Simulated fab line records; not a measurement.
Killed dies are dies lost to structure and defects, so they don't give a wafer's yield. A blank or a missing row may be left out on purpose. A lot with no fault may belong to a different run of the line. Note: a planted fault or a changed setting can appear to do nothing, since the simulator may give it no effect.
fab line records | flow sky130
record: lots: 4 | wafers: 12 | lastDay: 50
route steps=708 shown VIA2@527 METAL3@532 CAPM@537 PAD_OPEN@708
lots that met no fault: from a run of the same line without faults
startH: hours from the record's first day to the start of the lot's first wafer shown | waitH: how many hours have passed since the lot's step before this one | " unchanged from the row above | L1.1+2: several wafers, shown together as one row | - no value, or no start given | * or withheld: withheld | < > ~ a bound
route shown NAME@n: NAME is a module with steps in the file, n the number in the route of the first one | usual: average and standard deviation across the fault-free wafers | same: alike in all rows | chamber/n: place in a boat | sites: the reading at each site | _std_site: how widely they spread, as a standard deviation | _edge_site: outer sites' mean less inner sites' | radiusMm: how far each site lies from the wafer's centre | mask NAME#n: copy n | behind: the last tool/chamber to shape the wafer | hold: why the lot went on hold/how many hours it stayed there/how the hold came to an end | device: the n, p or np transistor that did not switch | end of line: the route-end tests of the same wafers | where a step has no rows: the recipe by itself | killed: the dies lost at the first sort to structure and to defects; this is not the yield of the wafer | map: a wafer's dies, marking killed ones x, the rest . and places with no die _
set.NAME: the setting as run; set.NAME@STEP: as run at that earlier step | model.NAME: the simulator's own value behind a step, which no gauge read
a table for each step, a row for each wafer; lots at some steps of the route
services: from which hour (startH, from the record's first day; less than 0 if before it) a tool's chamber was out of use, for how many hours, and why
== steps ==
step: SKY_VIA2_SPUTTER_20
recipe: material: TiN | targetThkNm: 20 | chamberPressurePa: 5 | powerW: 4000 | timeS: 80
step: SKY_VIA2_CVD_21
recipe: material: W | targetThkNm: 420 | timeS: 126.4 | tempC: 400 | pressureTorr: 40
step: SKY_VIA2_CMP_24
recipe: stopOn: SiO2 | tOverpolishS: 20 | downForcePsi: 3.5 | platenRpm: 60 | targetThkNm: 0 | padVelocityMS: 0.94248
step: SKY_METAL3_SPUTTER_00
recipe: material: Ti | targetThkNm: 15 | powerW: 3000 | timeS: 10 | chamberPressurePa: 0.4
step: SKY_METAL3_SPUTTER_01
recipe: material: TiN | targetThkNm: 20 | powerW: 6500 | timeS: 16.7 | chamberPressurePa: 0.4
step: SKY_METAL3_SPUTTER_02
recipe: material: AlCu | targetThkNm: 735 | powerW: 10600 | timeS: 39.1 | chamberPressurePa: 0.4
step: SKY_METAL3_SPUTTER_03
recipe: material: Ti | targetThkNm: 5 | powerW: 3000 | timeS: 3.446 | chamberPressurePa: 0.4
step: SKY_METAL3_SPUTTER_04
recipe: material: TiN | targetThkNm: 70 | powerW: 6500 | timeS: 58.3 | chamberPressurePa: 0.4
step: SKY_CAPM_CVD_00
recipe: material: SiO2 | targetThkNm: 15.5 | tempC: 400 | timeS: withheld | rfW: 450
step: SKY_CAPM_SPUTTER_02
recipe: material: TiN | targetThkNm: 200 | tempC: 300 | powerW: 6500 | timeS: 166.7 | chamberPressurePa: 0.4
usual: throttleValvePct: 30.8/1.1
lot.wafer | tool          | chamber | startH  | waitH | throttleValvePct | model.TiN_of_CAPM_SPUTTER_02.thkNm
L845.2    | pvdSputter-02 | -       | 905.23  | 0.0   | 31.5             | 200.9
L845.3    | "             | -       | "       | "     | 31.0             | 209.9
L845.6    | "             | -       | "       | "     | 31.0             | 209.9
L847.4    | pvdSputter-02 | -       | 909.09  | 0.0   | 31.0             | 212.2
L847.5    | "             | -       | "       | "     | 31.1             | 213.1
L847.6    | "             | -       | "       | "     | 31.4             | 203
L858.1    | pvdSputter-04 | -       | 994.24  | 0.1   | 30.8             | 200.5
L858.5    | "             | -       | "       | "     | 33.7             | 199.9
L858.6    | "             | -       | "       | "     | 30.6             | 199.2
L861.2    | pvdSputter-02 | -       | 1004.40 | 0.0   | 29.6             | 202.3
L861.3    | "             | -       | "       | "     | 31.3             | 199.5
L861.5    | "             | -       | "       | "     | 31.0             | 202.2
step: SKY_CAPM_RS_MEAS_03
recipe: thkMeasGauge: four-point-probe | reads: TiN_of_CAPM_SPUTTER_02
usual: CAPM_TIN_RS: 6.90/0.052
lot.wafer | tool         | chamber | startH  | waitH | CAPM_TIN_RS[ohm/sq]
L845.2    | filmMetro-04 | -       | 905.36  | 0.1   | 6.88
L845.3    | "            | -       | "       | "     | 6.58
L845.6    | "            | -       | "       | "     | 6.58
L847.4    | filmMetro-03 | -       | 909.26  | 0.1   | 6.51
L847.5    | "            | -       | "       | "     | 6.47
L847.6    | "            | -       | "       | "     | 6.81
L858.1    | filmMetro-04 | -       | 994.35  | 0.1   | 6.90
L858.5    | "            | -       | "       | "     | 6.92
L858.6    | "            | -       | "       | "     | 6.96
L861.2    | filmMetro-04 | -       | 1004.53 | 0.1   | 6.84
L861.3    | "            | -       | "       | "     | 6.94
L861.5    | "            | -       | "       | "     | 6.84
step: SKY_CAPM_THK_MEAS_04
recipe: thkMeasGauge: xrf | reads: TiN_of_CAPM_SPUTTER_02
usual: CAPM_TIN_THK: 203.5/2.1
lot.wafer | tool         | chamber | startH  | waitH | CAPM_TIN_THK[nm]
L845.2    | filmMetro-04 | -       | 905.47  | 0.1   | 205.3
L845.3    | "            | -       | "       | "     | 215.2
L845.6    | "            | -       | "       | "     | 215.9
L847.4    | filmMetro-03 | -       | 909.35  | 0.1   | 214.5
L847.5    | "            | -       | "       | "     | 215.1
L847.6    | "            | -       | "       | "     | 204.8
L858.1    | filmMetro-04 | -       | 994.47  | 0.1   | 205.0
L858.5    | "            | -       | "       | "     | 204.5
L858.6    | "            | -       | "       | "     | 203.4
L861.2    | filmMetro-04 | -       | 1004.64 | 0.1   | 207.4
L861.3    | "            | -       | "       | "     | 205.0
L861.5    | "            | -       | "       | "     | 207.2
step: SKY_CAPM_DEHYDRATE_05
recipe: tempC: 200 | timeS: 60
step: SKY_CAPM_HMDS_06
recipe: primeTimeS: 60 | primeTempC: 120
step: SKY_CAPM_COAT_07
recipe: resist: NOVOLAK | spinRpm: 3000 | resistThkNm: 1140
step: SKY_CAPM_SOFTBAKE_08
recipe: tempC: 90 | timeS: 60 | resist: NOVOLAK
step: SKY_CAPM_EXPOSE_09
recipe: maskId: CAPM | na: 0.6 | sourceShape: conventional | sigmaOuter: 0.6 | polarization: unpolarized | targetCdNm: 1000 | doseMj: 159
step: SKY_CAPM_PEB_10
recipe: tempC: withheld | timeS: * | resist: NOVOLAK
step: SKY_CAPM_DEVELOP_11
recipe: resist: NOVOLAK | developer: TMAH | developTimeS: 60 | devTempC: 23
step: SKY_CAPM_METAL_ETCH_13
recipe: targetDepthNm: 220 | stopOn: SiO2 | chemistry: Cl2/BCl3 | target: TiN | pressureMtorr: 10 | icpW: 900 | biasW: 48.5 | Cl2_flow_sccm: 60 | bcl3FlowSccm: 30 | timeS: 62.9
usual: drypumpMotorCurrentA: 5.9/0.39 | oesProductAu: 0.943/0.0062 | throttleValvePct: 21.901/0.0096
lot.wafer | tool        | chamber | startH  | waitH | drypumpMotorCurrentA | oesProductAu | rfHoursCounterH | throttleValvePct | model.CAPM.featureDepthNm | model.etch.depthNm
L845.2    | rieMetal-04 | 0       | 929.48  | 0.0   | 6.0                  | 0.947        | 14              | 21.901           | 200.9                     | 200.9
L845.3    | "           | 1       | "       | "     | 5.2                  | 0.975        | -               | 21.882           | 209.9                     | 209.9
L845.6    | "           | 0       | "       | "     | 6.0                  | 0.969        | -               | 21.888           | 209.9                     | 209.9
L847.4    | rieMetal-02 | 0       | 933.71  | 0.0   | 5.8                  | 0.979        | -               | 21.872           | 212.2                     | 212.2
L847.5    | "           | 1       | "       | "     | 5.7                  | 0.982        | -               | 21.880           | 213.1                     | 213.1
L847.6    | "           | 0       | "       | "     | 5.8                  | 0.946        | -               | 21.895           | 203                       | 203
L858.1    | rieMetal-04 | 1       | 1016.68 | 0.0   | 5.2                  | 0.941        | 9               | 21.901           | 200.5                     | 200.5
L858.5    | "           | 1       | "       | "     | 5.2                  | 0.937        | -               | 21.894           | 199.9                     | 199.9
L858.6    | "           | 0       | "       | "     | 6.0                  | 0.945        | -               | 21.901           | 199.2                     | 199.2
L861.2    | rieMetal-02 | 1       | 1027.60 | 0.0   | 5.7                  | 0.948        | 10              | 21.896           | 202.3                     | 202.3
L861.3    | "           | 1       | "       | "     | 5.7                  | 0.944        | -               | 21.892           | 199.5                     | 199.5
L861.5    | "           | 0       | "       | "     | 5.8                  | 0.949        | -               | 21.901           | 202.2                     | 202.2
step: SKY_CAPM_STRIP_14
recipe: chemistry: O2/N2 | powerW: 1400 | pressureMtorr: 1500 | platenTempC: withheld | o2FlowSccm: 3000 | n2FlowSccm: 300 | overashFraction: 0.5
step: SKY_CAPM_STRIP_15
recipe: chemistry: postEtchResidueRemover | timeS: 1200 | tempC: 72.5
step: SKY_CAPM_CLEAN_16
recipe: chemistry: IPA | timeS: 180 | tempC: 25
step: SKY_CAPM_CLEAN_17
recipe: chemistry: O3/DIW | dry: n2Spin
step: SKY_METAL3_DEHYDRATE_05
recipe: tempC: 200 | timeS: 60
step: SKY_METAL3_HMDS_06
recipe: primeTimeS: 60 | primeTempC: 120
step: SKY_METAL3_COAT_07
recipe: resist: BARC | tempC: withheld | timeS: withheld | spinRpm: 3000 | resistThkNm: 60
step: SKY_METAL3_COAT_08
recipe: resist: KrF-thick | spinRpm: 3000 | resistThkNm: 1140
step: SKY_METAL3_SOFTBAKE_09
recipe: tempC: 100 | timeS: 90 | resist: KrF-thick
step: SKY_METAL3_EXPOSE_10
recipe: maskId: MM3 | na: 0.68 | sourceShape: annular | sigmaInner: 0.4 | sigmaOuter: 0.8 | targetCdNm: 300 | doseMj: 28
step: SKY_METAL3_PEB_11
recipe: pebTempC: withheld | pebTimeS: withheld | resist: KrF-thick
step: SKY_METAL3_DEVELOP_12
recipe: developTimeS: 60 | resist: KrF-thick | devTempC: 21
step: SKY_METAL3_DESCUM_15
recipe: chemistry: O2 | sourcePowerW: 150 | biasPowerW: 0 | pressureMtorr: 10 | tempC: 40 | timeS: 8
step: SKY_METAL3_ETCH_16
recipe: chemistry: N2/H2 | target: BARC | ionEnergyEv: 200 | biasW: 100 | pressureMtorr: 30 | n2FlowSccm: 100 | h2FlowSccm: 200 | icpW: 487.9 | stopOn: SiO2 | timeS: 88.2 | targetDepthA: 600
step: SKY_METAL3_ETCH_17
recipe: target: SiO2 | stopOn: TiN | chemistry: C4F8/O2/Ar | sourceW: 1500 | biasW: 1200 | pressureMtorr: 40 | c4f8FlowSccm: withheld | O2_flow_sccm: 6 | Ar_flow_sccm: 300 | timeS: 3.9 | targetDepthA: 150
step: SKY_METAL3_METAL_ETCH_18
recipe: targetDepthA: 8450 | stopOn: SiO2 | overEtchFrac: 0.3 | timeS: 183.1 | chemistry: Cl2/BCl3 | resistSidewallDeg: 88 | pressureMtorr: 10 | icpW: 900 | biasW: 48.5 | Cl2_flow_sccm: 60 | bcl3FlowSccm: 30
step: SKY_METAL3_STRIP_20
recipe: chemistry: postEtchResidueRemover | timeS: 1200 | tempC: 72.5
lot.wafer | tool        | chamber | startH  | waitH | model.TiN_of_CAPM_SPUTTER_02.thkNm
L845.2    | wetBench-01 | 3       | 954.16  | 0.1   | 200.1
L845.3    | "           | 3       | "       | "     | 209.1
L845.6    | "           | 3       | "       | "     | 209
L847.4    | wetBench-04 | 0       | 958.11  | 0.0   | 211.3
L847.5    | "           | 0       | "       | "     | 212.2
L847.6    | "           | 0       | "       | "     | 202.1
L858.1    | wetBench-02 | 2       | 1040.56 | 0.1   | 199.6
L858.5    | "           | 2       | "       | "     | 199.1
L858.6    | "           | 2       | "       | "     | 198.3
L861.2    | wetBench-02 | 1       | 1049.74 | 0.1   | 201.4
L861.3    | "           | 1       | "       | "     | 198.6
L861.5    | "           | 1       | "       | "     | 201.3
step: SKY_PAD_OPEN_PROBE_99
usual: defectLimitedYield: 82.3/2 | killed_at_M0_to_M3: 44/7.9 | killed_at_M4_up: 3.1/1.9 | killedAtContacts: 24/4.6 | killedAtFrontEnd: 16/4.9 | killedAtOther: 0.3/0.6 | killedDies: 87/9.7 | killedOpen: 48/7.2 | killedShort: 39/5.6 | sort_bin_3_pad_short: 0.8/0.47 | sort_bin_5_function: 10.4/1.5 | sort_bin_6_memory: 6.5/1.1 | sortNPass: 405/9.7 | sortYieldPct: 82.3/2
same: grossDies: 492 | killedAtBackSide: 0 | sort_bin_4_leakage[%]: 0 | sort_bin_8_speed[%]: 0
lot.wafer | tool      | chamber | startH  | waitH | defectLimitedYield[%] | killed_at_M0_to_M3 | killed_at_M4_up | killedAtContacts | killedAtFrontEnd | killedAtOther | killedDies | killedOpen | killedShort | sort_bin_3_pad_short[%] | sort_bin_5_function[%] | sort_bin_6_memory[%] | sortNPass | sortYieldPct[%] | model.etest.capMim.plateOhmSq
L845.2    | prober-02 | -       | 1117.49 | 0.1   | 84.6                  | 34                 | 0               | 25               | 17               | 0             | 76         | 40         | 35          | 0.6                     | 9.1                    | 5.7                  | 416       | 84.6            | 6.03
L845.3    | prober-02 | -       | 1117.54 | 0.2   | 82.9                  | 46                 | 4               | 23               | 11               | 0             | 84         | 47         | 37          | 0.6                     | 10.0                   | 6.5                  | 408       | 82.9            | 5.719
L845.6    | prober-02 | -       | 1117.69 | 0.2   | 81.1                  | 50                 | 5               | 22               | 14               | 2             | 93         | 56         | 34          | 1.0                     | 11.2                   | 6.7                  | 399       | 81.1            | 5.737
L847.4    | prober-01 | -       | 1118.90 | 0.2   | 83.9                  | 37                 | 4               | 24               | 13               | 1             | 79         | 50         | 29          | 0.2                     | 10.6                   | 5.3                  | 413       | 83.9            | 5.654
L847.5    | prober-01 | -       | 1118.95 | 0.2   | 81.1                  | 39                 | 2               | 30               | 20               | 2             | 93         | 46         | 46          | 1.2                     | 10.0                   | 7.7                  | 399       | 81.1            | 5.651
L847.6    | prober-01 | -       | 1119.00 | 0.2   | 86.2                  | 40                 | 1               | 16               | 11               | 0             | 68         | 38         | 30          | 0.6                     | 7.5                    | 5.7                  | 424       | 86.2            | 5.903
L858.1    | prober-01 | -       | 1189.50 | 0.1   | 83.1                  | 49                 | 1               | 25               | 8                | 0             | 83         | 44         | 38          | 0.4                     | 11.6                   | 4.9                  | 409       | 83.1            | 6.03
L858.5    | prober-01 | -       | 1189.70 | 0.2   | 86.6                  | 42                 | 3               | 16               | 5                | 0             | 66         | 39         | 27          | 0                       | 8.7                    | 4.7                  | 426       | 86.6            | 6.008
L858.6    | prober-01 | -       | 1189.75 | 0.2   | 84.3                  | 43                 | 2               | 23               | 9                | 0             | 77         | 41         | 35          | 1.0                     | 8.5                    | 6.1                  | 415       | 84.3            | 6.068
L861.2    | prober-02 | -       | 1193.88 | 0.1   | 80.5                  | 41                 | 6               | 38               | 11               | 0             | 96         | 51         | 45          | 1.8                     | 10.8                   | 6.9                  | 396       | 80.5            | 5.979
L861.3    | prober-02 | -       | 1193.93 | 0.2   | 80.9                  | 51                 | 8               | 22               | 13               | 0             | 94         | 53         | 39          | 0.6                     | 11.4                   | 7.1                  | 398       | 80.9            | 5.987
L861.5    | prober-02 | -       | 1194.03 | 0.2   | 81.3                  | 52                 | 3               | 20               | 17               | 0             | 92         | 50         | 41          | 0                       | 11.6                   | 7.1                  | 400       | 81.3            | 5.898
killed by level:class
L845.2 CONTACT:geometricParticle:open=7 CONTACT:geometricParticle:short=7 VIA1:geometricParticle:open=7 VIA2:geometricParticle:open=6 METAL1:geometricParticle:short=6 LI_CONTACT:geometricParticle:open=4 LOCAL_INTERCONNECT:geometricParticle:short=4 VIA3:geometricParticle:open=3
L845.3 CONTACT:geometricParticle:open=11 VIA3:geometricParticle:open=7 VIA1:geometricParticle:open=7 VIA2:geometricParticle:open=6 POLY_GATE:geometricParticle:open=5 METAL1:geometricParticle:short=5 METAL2:geometricParticle:short=5 LI_CONTACT:geometricParticle:open=4
L845.6 LI_CONTACT:geometricParticle:open=10 VIA1:geometricParticle:open=10 VIA2:geometricParticle:open=9 VIA3:geometricParticle:open=8 METAL2:geometricParticle:short=7 FIELD_ISO:geometricParticle:open=4 CONTACT:geometricParticle:open=4 CONTACT:geometricParticle:short=4
L847.4 VIA1:geometricParticle:open=13 LI_CONTACT:geometricParticle:open=9 VIA2:geometricParticle:open=8 CONTACT:geometricParticle:open=6 CONTACT:geometricParticle:short=4 VIA3:geometricParticle:open=4 FIELD_ISO:geometricParticle:short=3 FIELD_ISO:geometricParticle:open=3
L847.5 CONTACT:geometricParticle:open=11 VIA1:geometricParticle:open=9 VIA2:geometricParticle:open=7 FIELD_ISO:geometricParticle:short=6 POLY_GATE:geometricParticle:short=5 LI_CONTACT:geometricParticle:open=5 LOCAL_INTERCONNECT:geometricParticle:short=5 CONTACT:geometricParticle:short=5
L847.6 VIA1:geometricParticle:open=14 CONTACT:geometricParticle:open=7 METAL2:geometricParticle:short=6 VIA2:geometricParticle:open=5 FIELD_ISO:geometricParticle:short=4 METAL1:geometricParticle:short=4 FIELD_ISO:geometricParticle:open=3 METAL3:geometricParticle:short=3
L858.1 VIA1:geometricParticle:open=17 VIA1:geometricParticle:short=11 CONTACT:geometricParticle:open=9 VIA2:geometricParticle:open=7 LI_CONTACT:geometricParticle:open=5 CONTACT:geometricParticle:short=5 LI_CONTACT:geometricParticle:short=4 FIELD_ISO:geometricParticle:short=3
L858.5 VIA1:geometricParticle:open=11 VIA2:geometricParticle:open=10 VIA1:geometricParticle:short=5 LI_CONTACT:geometricParticle:short=4 LI_CONTACT:geometricParticle:open=4 METAL1:geometricParticle:short=4 VIA3:geometricParticle:open=4 CONTACT:geometricParticle:open=3
L858.6 VIA1:geometricParticle:open=12 VIA2:geometricParticle:open=10 LOCAL_INTERCONNECT:geometricParticle:short=6 LI_CONTACT:geometricParticle:open=5 CONTACT:geometricParticle:short=5 VIA2:geometricParticle:short=5 LI_CONTACT:geometricParticle:short=4 VIA1:geometricParticle:short=4
L861.2 CONTACT:geometricParticle:open=12 VIA1:geometricParticle:open=10 LI_CONTACT:geometricParticle:open=8 CONTACT:geometricParticle:short=7 LOCAL_INTERCONNECT:geometricParticle:short=5 METAL3:geometricParticle:short=5 VIA2:geometricParticle:open=5 VIA3:geometricParticle:open=5
L861.3 VIA1:geometricParticle:open=12 CONTACT:geometricParticle:open=8 POLY_GATE:geometricParticle:open=6 VIA2:geometricParticle:open=6 VIA1:geometricParticle:short=5 METAL4:geometricParticle:short=5 METAL3:geometricParticle:short=5 LOCAL_INTERCONNECT:geometricParticle:short=5
L861.5 VIA1:geometricParticle:open=10 METAL2:geometricParticle:short=8 VIA2:geometricParticle:open=7 VIA1:geometricParticle:short=6 POLY_GATE:geometricParticle:short=5 LI_CONTACT:geometricParticle:open=5 LOCAL_INTERCONNECT:geometricParticle:short=5 CONTACT:geometricParticle:open=5
== services ==
tool          | chamber | startH | hours | kind
pvdSputter-02 | -       | 912.87 | 1.2   | repair
rieMetal-04   | -       | 912.91 | 2.8   | pm
wetBench-01   | -       | 917.68 | 2.5   | repair
pvdSputter-02 | -       | 939.64 | 4.4   | repair
pvdSputter-02 | 0       | 958.13 | -     | consumableReplace:kit
pvdSputter-02 | 0       | 958.13 | 18.0  | scheduledDown
pvdSputter-02 | 0       | 958.13 | 18.0  | ventCycle
pvdSputter-04 | 1       | 960.41 | -     | consumableReplace:kit
pvdSputter-04 | 1       | 960.41 | 18.0  | scheduledDown
pvdSputter-04 | 1       | 960.41 | 18.0  | ventCycle
wetBench-01   | -       | 972.31 | 0.9   | repair
== key ==
firstSign: step: SKY_CAPM_RS_MEAS_03 | reading: CAPM_TIN_RS | direction: down | sigmas: 6.9 | usual: 6.90 | struck: 6.53
effect: step: SKY_CAPM_THK_MEAS_04 | reading: CAPM_TIN_THK | direction: up | sigmas: 5.6 | usual: 203.5 | struck: 215.2
effect: step: SKY_CAPM_METAL_ETCH_13 | reading: oesProductAu | direction: up | sigmas: 5.4 | usual: 0.943 | struck: 0.976
modelEffect: step: SKY_CAPM_SPUTTER_02 | value: TiN_of_CAPM_SPUTTER_02.thkNm | without: 201.9 | struck: 211.3
modelEffect: step: SKY_CAPM_METAL_ETCH_13 | value: CAPM.featureDepthNm | without: 201.9 | struck: 211.3
modelEffect: step: SKY_METAL3_STRIP_20 | value: TiN_of_CAPM_SPUTTER_02.thkNm | without: 201.1 | struck: 210.4
modelEffect: step: SKY_PAD_OPEN_PROBE_99 | value: etest.capMim.plateOhmSq | without: 5.954 | struck: 5.69
metAt SKY_CAPM_SPUTTER_02
struckWafers L845.3,L845.6,L847.4,L847.5
fault: kind: processParameterDrift | tool: pvdSputter-02 | chamber: - | onsetH: 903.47 | steps: SKY_CAPM_SPUTTER_02 | channel: targetThkNm | offset: 9.3424 | shape: step | endH: 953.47 | actsIn: theseRecipesOnly | stated: 200 | scope: struckWafersOnly
